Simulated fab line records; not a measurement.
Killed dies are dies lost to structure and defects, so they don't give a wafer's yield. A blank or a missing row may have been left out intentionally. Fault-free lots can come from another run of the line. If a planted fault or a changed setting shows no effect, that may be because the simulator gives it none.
Which tool was responsible? ; flow gf180mcu ; Sampling: 15 lots, 45 wafers, 4 of 602 route steps

WHAT THE GAUGES READ, wafer by wafer
GF_M3_OVL_MEAS_15.
lot;measured;on;M3_OVL (nm)
L919;day 21 14:37;overlay-02;-4 -7 -3
L920;day 22 01:17;overlay-02;-8 -6 -9
L921;day 22 06:46;overlay-01;3 -9 2
L922;day 22 19:56;overlay-01;-10 -5 1
L924;day 23 14:08;overlay-01;1 -1 2
L925;day 24 02:50;overlay-02;-4 3 1
L930;day 25 19:47;overlay-01;0 -4 -10
L933;day 26 13:23;overlay-02;4 0 8
L934;day 26 19:38;overlay-01;-4 -3 -4
L935;day 27 06:08;overlay-01;-8 2 -3
L936;day 27 15:08;overlay-01;-5 -5 -1
L937;day 27 19:41;overlay-02;-1 0 9
L938;day 28 04:14;overlay-01;-5 -1 -6
L939;day 28 04:26;overlay-01;-3 4 0
L940;day 28 10:35;overlay-02;-6 -4 -5

GF_V3_OVL_MEAS_15.
lot;measured;on;V3_OVL (nm)
L919;day 22 14:35;overlay-01;6 8 -2
L920;day 23 01:53;overlay-01;- - -
L921;day 23 06:23;overlay-02;- - -
L922;day 23 20:08;overlay-01;- - -
L924;day 24 13:59;overlay-02;-9 -2 -7
L925;day 25 01:50;overlay-02;-7 0 -9
L930;day 26 17:39;overlay-02;-9 -13 -10
L933;day 27 11:17;overlay-01;-8 -8 -5
L934;day 27 17:13;overlay-02;4 -1 1
L935;day 28 03:54;overlay-01;-3 -6 -1
L936;day 28 11:59;overlay-02;-6 -4 -3
L937;day 28 16:42;overlay-01;1 2 5
L938;day 29 00:44;overlay-02;-5 -5 -8
L939;day 29 01:04;overlay-01;-2 -4 -7
L940;day 29 07:13;overlay-02;4 4 2

TOOL THAT RAN EACH LOT (tool first, then ch and the chambers of the sampled wafers, then the start)
lot;GF_V3_CVD_02;GF_V3_PEB_12
L919;pecvd-03 ch 0,1,2, day 21 15:29;litho-track-03 ch 0, day 22 14:07
L920;pecvd-04 ch 0,2, day 22 02:07;litho-track-02, day 23 01:27
L921;pecvd-02 ch 0,1,2, day 22 07:44;litho-track-02, day 23 05:55
L922;pecvd-02 ch 0,2, day 22 20:46;litho-track-04, day 23 19:41
L924;pecvd-03 ch 1,2, day 23 15:07;litho-track-03 ch 0, day 24 13:33
L925;pecvd-02 ch 0,2, day 24 03:53;litho-track-02 ch 0, day 25 01:24
L930;pecvd-02 ch 0,1, day 25 20:37;litho-track-03 ch 0, day 26 17:14
L933;pecvd-02 ch 0,2, day 26 14:12;litho-track-04 ch 0, day 27 10:50
L934;pecvd-02 ch 0,1,2, day 26 20:28;litho-track-04 ch 0, day 27 16:45
L935;pecvd-02 ch 0,1, day 27 06:58;litho-track-02 ch 0, day 28 03:29
L936;pecvd-03 ch 1,2, day 27 15:58;litho-track-03 ch 0, day 28 11:33
L937;pecvd-04 ch 0,1, day 27 20:30;litho-track-03 ch 0, day 28 16:17
L938;pecvd-04 ch 0,1, day 28 05:06;litho-track-04 ch 0, day 29 00:17
L939;pecvd-02 ch 0,1,2, day 28 05:26;litho-track-04 ch 0, day 29 00:36
L940;pecvd-04 ch 0,2, day 28 11:32;litho-track-04 ch 0, day 29 06:45
- GF_V3_CVD_02: deposits SiO2 from TEOS, target thk 850 nm, time 94.851 s.
- GF_V3_PEB_12: peb time 90 s.

WHAT THE TOOLS THEMSELVES READ (means of the sampled wafers that have a number; where no wafer has one, the mark that the record gives instead)
GF_V3_CVD_02.
lot;tool;heater-power-w (W);susceptor-temp-C (C)
L919;pecvd-03;753;399.88
L920;pecvd-04;605;399.95
L921;pecvd-02;701;399.77
L922;pecvd-02;710;400.17
L924;pecvd-03;698;399.91
L925;pecvd-02;765;399.82
L930;pecvd-02;695;400.05
L933;pecvd-02;709;399.97
L934;pecvd-02;735;399.98
L935;pecvd-02;635;400.16
L936;pecvd-03;778;399.94
L937;pecvd-04;646;400.11
L938;pecvd-04;624;399.98
L939;pecvd-02;700;400.15
L940;pecvd-04;686;400.28

GF_V3_PEB_12.
lot;tool;chill-plate-temp-C (C);exhaust-pa (Pa)
L919;litho-track-03;23.13;45.1
L920;litho-track-02;-;-
L921;litho-track-02;-;-
L922;litho-track-04;-;-
L924;litho-track-03;23.16;45.2
L925;litho-track-02;23.06;44.0
L930;litho-track-03;23.01;44.1
L933;litho-track-04;22.99;45.3
L934;litho-track-04;22.97;45.5
L935;litho-track-02;22.91;44.7
L936;litho-track-03;23.02;44.5
L937;litho-track-03;23.18;44.1
L938;litho-track-04;23.05;45.2
L939;litho-track-04;22.94;45.1
L940;litho-track-04;23.02;46.0

THE ANSWER, worked out from the rows above alone
Rule: usual is defined by the lots themselves. Put in order of their means at a reading, lots are off if they are a third of the lots or fewer, leave a main group of 4 or more, and stand apart from it by a gap of 3 or more times the standard deviation of the main group's means; of several such gaps the widest counts. A main group whose means are all the same, to the digits that the tables above print for the reading, isn't used. A lot without any number at a reading at which 4 lots or more have one is off too. The other lots that the step has rows for count as sound. After the gauges, taken in route order, come the tools' own readings; for these a lot's mean is taken, as printed above. At the first step where some lot is off, the reading lying furthest off is the one used; lots without a number count as furthest.
Off: L920, L921, L922, seen at GF_V3_OVL_MEAS_15 (V3_OVL). Without a number there: L920, L921, L922. Main group: mean -3 nm, sd 4.5.
A tool fits if, at a process step before that reading, it ran every lot that is off, and no sound lot after the first of them. The gauges at GF_V3_OVL_MEAS_15 aren't tried: what is off there is off at GF_V3_PEB_12 too, on other tools, and a gauge's error can't cause that. Of those tried, none fits.

WHAT HAD BEEN PUT IN BY THE SIMULATOR
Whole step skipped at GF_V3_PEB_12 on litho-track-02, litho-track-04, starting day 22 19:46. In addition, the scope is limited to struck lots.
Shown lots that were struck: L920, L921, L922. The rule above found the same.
